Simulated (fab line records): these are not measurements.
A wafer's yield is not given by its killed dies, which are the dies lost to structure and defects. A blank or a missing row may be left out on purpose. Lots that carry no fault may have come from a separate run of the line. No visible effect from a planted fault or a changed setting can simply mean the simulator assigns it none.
fab line records	flow gf180mcu
record: lots: 5	wafers: 15	last_day: 34
route steps=602 shown MVSD@70 MVPSD@78 VT_IMPLANT@90
lots untouched by any fault: they come from a run of this same line in which no faults occurred
start_h: the number of hours between the record's first day and the start of the first shown wafer of the lot	wait_h: time in hours since the lot's previous step	" same as the row above	L1.1+2: a single row standing in for several wafers	- no value present, or no start provided	* or withheld: withheld	< > ~ a bound
route shown NAME@n: NAME is a module with steps in the file, n the number in the route of the first one	usual: average and standard deviation across the fault-free wafers	same: alike in all rows	chamber/n: place in a boat	sites: readings site by site	_std_site: the values' standard deviation	_edge_site: the outer-site mean with the inner-site mean subtracted	radius_mm: how far each site lies from the wafer's centre	mask NAME#n: copy n	behind: the last tool/chamber to shape the wafer	hold: reason for holding the lot/hours on hold/outcome of the hold	device: transistor that didn't switch, given as n, p or np	end of line: tests run on the same wafers once the route is complete	for a step that has no rows: nothing shown but its recipe	killed: count of dies lost to structure and defects at first sort (not the wafer's yield)	map: a wafer's dies, marking killed ones x, the rest . and places with no die _
set.NAME: the setting the step ran with; set.NAME@STEP: the setting that earlier step ran with	model.NAME: the simulator's own value behind a step, which no gauge read
lots seen at some steps along the route; tables by step, rows by wafer
services: a tool's chamber out of use, with start hour (start_h, from the record's first day; less than 0 if before it), hours out, and reason
== steps ==
step: GF_MVSD_EXPOSE_04
recipe: mask_id: MVSD	target_cd_nm: 1000	na: 0.6	source_shape: conventional	sigma_outer: 0.6	dose_mj: 260
step: GF_MVSD_PEB_05
recipe: temp_c: 115	time_s: withheld
step: GF_MVSD_DEVELOP_06
recipe: wall_angle_deg: 90	develop_time_s: 61.14	dev_temp_c: 23
step: GF_MVSD_OVL_MEAS_07
usual: MVSD_OVL: 0.4/1.2
lot.wafer	tool	chamber	start_h	wait_h	MVSD_OVL[nm]
L501.1	overlay-02	-	98.38	-	-0.5
L501.2	"	-	"	"	-0.4
L501.3	"	-	"	"	-0.6
L502.1	overlay-01	-	106.31	-	2.0
L502.5	"	-	"	"	1.7
L502.6	"	-	"	"	2.8
L516.1	overlay-01	-	185.77	-	0.4
L516.5	"	-	"	"	0.6
L516.6	"	-	"	"	-0.3
L517.1	overlay-02	-	192.46	-	0.1
L517.2	"	-	"	"	0.3
L517.6	"	-	"	"	1.5
L520.3	overlay-02	-	211.31	-	-0.9
L520.4	"	-	"	"	0.1
L520.5	"	-	"	"	-0.5
step: GF_MVSD_IMPLANT_08
recipe: species: P	energy_kev: 400	dose_cm2: 1.6e+13	tilt_deg: 0
step: GF_MVSD_IMPLANT_09
recipe: species: P	energy_kev: 100	dose_cm2: 5e+12	tilt_deg: 0
step: GF_MVSD_STRIP_10
recipe: chemistry: O2/N2	power_w: 1400	pressure_mtorr: 1500	platen_temp_c: 250	o2_flow_sccm: 3000	n2_flow_sccm: 300	overash_fraction: 0.5
usual: chamber_pressure_mTorr: 1500.0/1.3	drypump_motor_current_A: 5.7/0.46	heater_power_w: 298/16	o2_flow_sccm: 3000/10	oes_product_au: 0.723/0.0043	strip_time_to_endpoint_s: 37.04/0.098
lot.wafer	tool	chamber	start_h	wait_h	chamber_pressure_mTorr	drypump_motor_current_A	heater_power_w	o2_flow_sccm	oes_product_au	rf_hours_counter_h	strip_time_to_endpoint_s
L501.1	plasma_asher-01	1	98.71	0.1	1499.3	6.2	284	3004	0.727	46	36.94
L501.2	"	0	"	"	1500.2	6.1	319	3012	0.722	46	36.93
L501.3	"	1	"	"	1498.0	6.2	280	3003	0.729	-	37.07
L502.1	plasma_asher-04	1	106.65	0.1	1500.0	5.7	293	3001	0.725	33	37.02
L502.5	"	0	"	"	1501.5	4.9	321	3007	0.724	-	37.04
L502.6	"	1	"	"	1500.8	5.7	302	3002	0.729	-	37.05
L516.1	plasma_asher-02	0	186.11	0.1	1500.6	5.3	288	3001	0.713	7	37.09
L516.5	"	0	"	"	1499.1	5.3	290	3001	0.722	-	37.03
L516.6	"	1	"	"	1499.7	6.1	297	2996	0.724	-	37.08
L517.1	plasma_asher-04	1	192.79	0.1	1500.1	5.7	294	3000	0.728	43	37.10
L517.2	"	0	"	"	1501.3	4.9	325	2996	0.729	43	37.16
L517.6	"	0	"	"	1500.8	4.9	315	2992	0.727	-	37.00
L520.3	plasma_asher-02	1	211.66	0.1	1500.5	6.1	291	3020	0.720	-	37.05
L520.4	"	0	"	"	1502.1	5.3	287	3006	0.717	-	36.94
L520.5	"	1	"	"	1500.5	6.1	283	3012	0.725	-	36.96
step: GF_MVSD_TW_MEAS_11
usual: MVSD_TW: 1593/7.6
lot.wafer	tool	chamber	start_h	wait_h	MVSD_TW
L501.1	film_metro-03	-	98.81	0.1	1594
L501.2	"	-	"	"	1592
L501.3	"	-	"	"	1577
L502.1	film_metro-01	-	106.75	0.1	1590
L502.5	"	-	"	"	1588
L502.6	"	-	"	"	1597
L516.1	film_metro-03	-	186.21	0.1	1603
L516.5	"	-	"	"	1603
L516.6	"	-	"	"	1603
L517.1	film_metro-02	-	192.89	0.1	1583
L517.2	"	-	"	"	1598
L517.6	"	-	"	"	1593
L520.3	film_metro-02	-	211.75	0.1	1578
L520.4	"	-	"	"	1588
L520.5	"	-	"	"	1586
step: GF_MVPSD_DEHYDRATE_00
recipe: temp_c: 200	time_s: 60
step: GF_MVPSD_HMDS_01
recipe: prime_time_s: 60	prime_temp_c: 120
step: GF_MVPSD_COAT_02
recipe: spin_rpm: 2000	resist_thk_nm: 3000
step: GF_MVPSD_SOFTBAKE_03
recipe: temp_c: 110	time_s: withheld
step: GF_MVPSD_EXPOSE_04
recipe: mask_id: MVPSD	target_cd_nm: 1000	na: 0.6	source_shape: conventional	sigma_outer: 0.6	dose_mj: 260
same: sigma_outer: 0.6
lot.wafer	tool	chamber	start_h	wait_h	mask
L501.1+2+3	iline_stepper-02	0	106.10	-	MVPSD#0
L502.1+5+6	iline_stepper-01	0	114.00	-	LVPWELL_LV_AREA#0
L516.1+5+6	iline_stepper-02	0	194.47	-	MVPSD#0
L517.1+2+6	iline_stepper-01	0	201.20	-	MVPSD#0
L520.3+4+5	iline_stepper-01	0	219.88	-	MVPSD#0
step: GF_MVPSD_PEB_05
recipe: temp_c: 115	time_s: withheld
step: GF_MVPSD_DEVELOP_06
recipe: wall_angle_deg: 90	develop_time_s: 60	dev_temp_c: 23
step: GF_MVPSD_OVL_MEAS_07
usual: MVPSD_OVL: 0.5/1.4
lot.wafer	tool	chamber	start_h	wait_h	MVPSD_OVL[nm]
L501.1	overlay-02	-	112.93	-	3.3
L501.2	"	-	"	"	3.4
L501.3	"	-	"	"	3.9
L502.1	overlay-01	-	121.25	-	-
L502.5	"	-	"	"	-
L502.6	"	-	"	"	-
L516.1	overlay-02	-	203.42	-	-2.4
L516.5	"	-	"	"	1.9
L516.6	"	-	"	"	-0.9
L517.1	overlay-02	-	210.00	-	-0.9
L517.2	"	-	"	"	-0.8
L517.6	"	-	"	"	-2.1
L520.3	overlay-02	-	228.81	-	-0.6
L520.4	"	-	"	"	-1.6
L520.5	"	-	"	"	1.3
step: GF_MVPSD_IMPLANT_08
recipe: species: B	energy_kev: 170	dose_cm2: 1.5e+13	tilt_deg: 0
step: GF_MVPSD_IMPLANT_09
recipe: species: B	energy_kev: 40	dose_cm2: 5e+12	tilt_deg: 0
step: GF_MVPSD_STRIP_10
recipe: chemistry: O2/N2	power_w: 1400	pressure_mtorr: 1500	platen_temp_c: 250	o2_flow_sccm: 3000	n2_flow_sccm: 300	overash_fraction: 0.5
usual: chamber_pressure_mTorr: 1499.9/1.5	drypump_motor_current_A: 5.6/0.35	heater_power_w: 299/14	o2_flow_sccm: 3002/8.7	oes_product_au: 0.722/0.004	strip_time_to_endpoint_s: 37.06/0.096
lot.wafer	tool	chamber	start_h	wait_h	chamber_pressure_mTorr	drypump_motor_current_A	heater_power_w	o2_flow_sccm	oes_product_au	rf_hours_counter_h	strip_time_to_endpoint_s
L501.1	plasma_asher-03	0	113.26	0.1	1501.9	5.9	297	2997	0.728	47	37.14
L501.2	"	1	"	"	1499.8	5.5	313	3011	0.722	47	37.17
L501.3	"	0	"	"	1498.4	5.9	299	3008	0.725	-	37.05
L502.1	plasma_asher-02	0	122.19	0.1	1499.4	5.4	281	2999	0.726	0	37.04
L502.5	"	0	"	"	1499.3	5.3	285	3009	0.723	-	36.97
L502.6	"	1	"	"	1500.0	6.1	285	3001	0.728	-	37.18
L516.1	plasma_asher-02	1	203.76	0.1	1502.1	6.1	284	3005	0.718	8	37.08
L516.5	"	0	"	"	1500.1	5.3	288	2977	0.726	-	37.07
L516.6	"	1	"	"	1499.8	6.1	285	2995	0.723	-	37.09
L517.1	plasma_asher-02	1	210.33	0.1	1499.2	6.1	293	3003	0.727	9	37.06
L517.2	"	0	"	"	1498.8	5.3	282	3013	0.723	9	37.07
L517.6	"	0	"	"	1499.1	5.3	280	3011	0.726	-	36.92
L520.3	plasma_asher-02	0	229.16	0.1	1501.4	5.3	282	3002	0.723	-	37.03
L520.4	"	1	"	"	1501.5	6.1	277	3014	0.724	-	37.00
L520.5	"	1	"	"	1500.2	6.1	285	3007	0.723	-	37.06
step: GF_MVPSD_TW_MEAS_11
usual: MVPSD_TW: 558.8/2.7
lot.wafer	tool	chamber	start_h	wait_h	MVPSD_TW
L501.1	film_metro-03	-	113.36	0.1	558.6
L501.2	"	-	"	"	556.3
L501.3	"	-	"	"	557.1
L502.1	film_metro-02	-	122.29	0.1	30.3
L502.5	"	-	"	"	30.1
L502.6	"	-	"	"	30.3
L516.1	film_metro-03	-	203.86	0.1	560.5
L516.5	"	-	"	"	562.8
L516.6	"	-	"	"	561.0
L517.1	film_metro-03	-	210.43	0.1	560.0
L517.2	"	-	"	"	561.4
L517.6	"	-	"	"	561.2
L520.3	film_metro-02	-	229.25	0.1	559.5
L520.4	"	-	"	"	559.7
L520.5	"	-	"	"	560.8
step: GF_VT_IMPLANT_DEHYDRATE_00
recipe: temp_c: 200	time_s: 60
step: GF_VT_IMPLANT_HMDS_01
recipe: prime_time_s: 60	prime_temp_c: 120
step: GF_VT_IMPLANT_COAT_02
recipe: resist: NOVOLAK	spin_rpm: 3000	resist_thk_nm: 1000
step: GF_VT_IMPLANT_SOFTBAKE_03
recipe: temp_c: 90	time_s: 60	resist: NOVOLAK
step: GF_VT_IMPLANT_EXPOSE_04
recipe: mask_id: LVPWELL_LV_AREA	target_cd_nm: 600	na: 0.6	source_shape: conventional	sigma_outer: 0.6	dose_mj: 140
step: GF_VT_IMPLANT_PEB_05
recipe: temp_c: withheld	time_s: *	resist: NOVOLAK
step: GF_VT_IMPLANT_DEVELOP_06
recipe: develop_time_s: 60	dev_temp_c: 23
step: GF_VT_IMPLANT_OVL_MEAS_07
usual: VT_IMPLANT_OVL: -0.3/1.4
lot.wafer	tool	chamber	start_h	wait_h	VT_IMPLANT_OVL[nm]
L501.1	overlay-01	-	127.86	0.1	3.7
L501.2	"	-	"	"	0.5
L501.3	"	-	"	"	-0.3
L502.1	overlay-02	-	136.66	0.1	-1.7
L502.5	"	-	"	"	-0.9
L502.6	"	-	"	"	-1.0
L516.1	overlay-02	-	220.77	0.1	-2.0
L516.5	"	-	"	"	-1.3
L516.6	"	-	"	"	0.0
L517.1	overlay-02	-	227.22	0.1	0.6
L517.2	"	-	"	"	-1.6
L517.6	"	-	"	"	-0.2
L520.3	overlay-02	-	247.67	0.1	-1.2
L520.4	"	-	"	"	0.5
L520.5	"	-	"	"	-2.0
step: GF_VT_IMPLANT_IMPLANT_08
recipe: species: BF2	energy_kev: 20.16	dose_cm2: 8.29e+12	tilt_deg: 7
step: GF_VT_IMPLANT_STRIP_09
recipe: chemistry: O2/N2	power_w: 1400	pressure_mtorr: 1500	platen_temp_c: 250	o2_flow_sccm: 3000	n2_flow_sccm: 300	overash_fraction: 0.5
usual: chamber_pressure_mTorr: 1499.9/1.4	drypump_motor_current_A: 5.6/0.42	heater_power_w: 306/14	o2_flow_sccm: 3000/8.3	oes_product_au: 0.716/0.0043	strip_time_to_endpoint_s: 12.66/0.038
lot.wafer	tool	chamber	start_h	wait_h	chamber_pressure_mTorr	drypump_motor_current_A	heater_power_w	o2_flow_sccm	oes_product_au	rf_hours_counter_h	strip_time_to_endpoint_s
L501.1	plasma_asher-03	1	128.05	0.1	1500.6	5.5	318	3008	0.724	49	12.69
L501.2	"	0	"	"	1500.3	5.9	301	3010	0.721	49	12.65
L501.3	"	0	"	"	1499.9	5.9	302	3004	0.716	-	12.67
L502.1	plasma_asher-01	1	136.84	0.1	1499.9	6.2	288	2992	0.719	50	12.68
L502.5	"	0	"	"	1499.8	6.1	316	2996	0.719	-	12.66
L502.6	"	1	"	"	1498.5	6.2	275	3005	0.714	-	12.66
L516.1	plasma_asher-04	1	220.96	0.1	1499.0	5.8	297	2988	0.726	46	12.68
L516.5	"	1	"	"	1498.3	5.8	295	3006	0.719	-	12.67
L516.6	"	0	"	"	1498.4	4.9	324	2991	0.719	-	12.69
L517.1	plasma_asher-04	0	227.41	0.1	1499.7	4.9	323	2982	0.717	46	12.68
L517.2	"	1	"	"	1500.5	5.7	295	2985	0.713	46	12.68
L517.6	"	1	"	"	1500.2	5.8	302	2996	0.717	-	12.66
L520.3	plasma_asher-03	1	247.88	0.1	1499.3	5.5	319	3007	0.718	-	12.65
L520.4	"	0	"	"	1502.1	5.9	304	3001	0.719	-	12.65
L520.5	"	1	"	"	1498.8	5.5	317	3016	0.715	-	12.66
step: GF_VT_IMPLANT_TW_MEAS_10
usual: VT_IMPLANT_TW: 565/9
lot.wafer	tool	chamber	start_h	wait_h	VT_IMPLANT_TW
L501.1	film_metro-04	-	128.15	0.1	554
L501.2	"	-	"	"	553
L501.3	"	-	"	"	558
L502.1	film_metro-04	-	136.94	0.1	682
L502.5	"	-	"	"	685
L502.6	"	-	"	"	685
L516.1	film_metro-03	-	221.06	0.1	573
L516.5	"	-	"	"	571
L516.6	"	-	"	"	573
L517.1	film_metro-02	-	227.51	0.1	574
L517.2	"	-	"	"	571
L517.6	"	-	"	"	571
L520.3	film_metro-02	-	247.96	0.1	575
L520.4	"	-	"	"	573
L520.5	"	-	"	"	572
step: GF_VT_IMPLANT_DEHYDRATE_11
recipe: temp_c: 200	time_s: 60
== services ==
tool	chamber	start_h	hours	kind
iline_stepper-01	-	84.21	1.7	pm
iline_stepper-02	-	98.08	1.7	pm
iline_stepper-02	-	100.99	2.9	repair
plasma_asher-02	-	108.75	9.0	pm
plasma_asher-02	0	108.75	9.0	vent_cycle
plasma_asher-02	1	108.75	9.0	vent_cycle
plasma_asher-02	0	117.75	-	clean
plasma_asher-02	1	117.75	-	clean
iline_stepper-01	0	196.25	-	calibration
iline_stepper-02	-	208.28	5.4	repair
iline_stepper-02	0	224.23	-	calibration
iline_stepper-02	-	234.94	2.3	repair
iline_stepper-01	-	245.13	4.4	pm
plasma_asher-02	-	247.42	14.6	pm
== key ==
first_sign: step: GF_MVPSD_EXPOSE_04	reading: mask	direction: changed
effect: step: GF_MVPSD_OVL_MEAS_07	reading: MVPSD_OVL	direction: missing
effect: step: GF_MVPSD_TW_MEAS_11	reading: MVPSD_TW	direction: down	sigmas: 99+	usual: 558.8	struck: 30.2
effect: step: GF_VT_IMPLANT_TW_MEAS_10	reading: VT_IMPLANT_TW	direction: up	sigmas: 13	usual: 565	struck: 684
met_at GF_MVPSD_EXPOSE_04
struck_wafers L502.1,L502.5,L502.6
sort_left_out L502.1,L502.5,L502.6
tester_left_out L502
fault: kind: wrong_mask	tool: any	chamber: -	onset_h: 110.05	steps: GF_MVPSD_EXPOSE_04	aux_copy: LVPWELL_LV_AREA#0	scope: struck_lots_only
tester_left_out: of these lots the tester's yield and bins aren't shown, on N5 and GAA mostly nor the transistor test; their killed dies are dies lost to structure and defects alone, not to doping, threshold or leakage, so they don't give the yield
sort_left_out: the simulated sort isn't trusted on such a fault, so these wafers' sort isn't shown, and their yield isn't known
